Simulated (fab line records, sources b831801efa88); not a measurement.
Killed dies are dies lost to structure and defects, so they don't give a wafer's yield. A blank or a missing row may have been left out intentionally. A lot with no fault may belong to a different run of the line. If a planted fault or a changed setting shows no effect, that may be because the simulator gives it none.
Chamber matching || flow gf180mcu || GF_V3_CMP_04 on cmp-02: 4 sister chambers
The step polishes SiO2. 4 wafers are shown with their chamber, then 8 later ones without.

== WAFERS WITH THEIR CHAMBER ==
{"wafer": "L080.4", "chamber": 2, "motorCurrentA (A)": 12.3}
{"wafer": "L082.5", "chamber": 3, "motorCurrentA (A)": 10.7}
{"wafer": "L082.6", "chamber": 0, "motorCurrentA (A)": 13.6}
{"wafer": "L084.1", "chamber": 1, "motorCurrentA (A)": 11.4}

== WAFERS WITHOUT THEIR CHAMBER ==
{"wafer": "L084.3", "motorCurrentA (A)": 13.2}
{"wafer": "L084.5", "motorCurrentA (A)": 13.1}
{"wafer": "L085.3", "motorCurrentA (A)": 13.7}
{"wafer": "L085.5", "motorCurrentA (A)": 11.0}
{"wafer": "L085.6", "motorCurrentA (A)": 13.9}
{"wafer": "L093.3", "motorCurrentA (A)": 12.5}
{"wafer": "L093.5", "motorCurrentA (A)": 14.4}
{"wafer": "L093.6", "motorCurrentA (A)": 10.8}

== THE CHAMBER EACH PASSED THROUGH ==
{"wafer": "L084.3", "from the rows above": "can't be placed: 0 or 2", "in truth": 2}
{"wafer": "L084.5", "from the rows above": "can't be placed: 0 or 2", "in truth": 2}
{"wafer": "L085.3", "from the rows above": 0, "in truth": 0}
{"wafer": "L085.5", "from the rows above": "can't be placed: 3 or 1", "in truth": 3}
{"wafer": "L085.6", "from the rows above": 0, "in truth": 0}
{"wafer": "L093.3", "from the rows above": 2, "in truth": 2}
{"wafer": "L093.5", "from the rows above": 0, "in truth": 0}
{"wafer": "L093.6", "from the rows above": "can't be placed: 3 or 1", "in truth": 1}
Correctly placed: 4 of 8. Not placeable from these rows: 4 (in 4, the candidates include the true chamber). Number placed wrongly: 0.
How it was worked out, from the rows above alone: a wafer's distance from a chamber is the root of the sum, over the readings, of the square of ((its reading less the chamber's mean) divided by the reading's scatter). If the next closest chamber is less than 2 further off than the closest, the wafer can't be placed; otherwise it belongs to the closest. For every chamber, the mean is computed from those of its wafers that are shown. The scatter (one wafer shown for each chamber): square how far every hidden wafer sits from the nearest shown wafer, average those squares and take the square root.
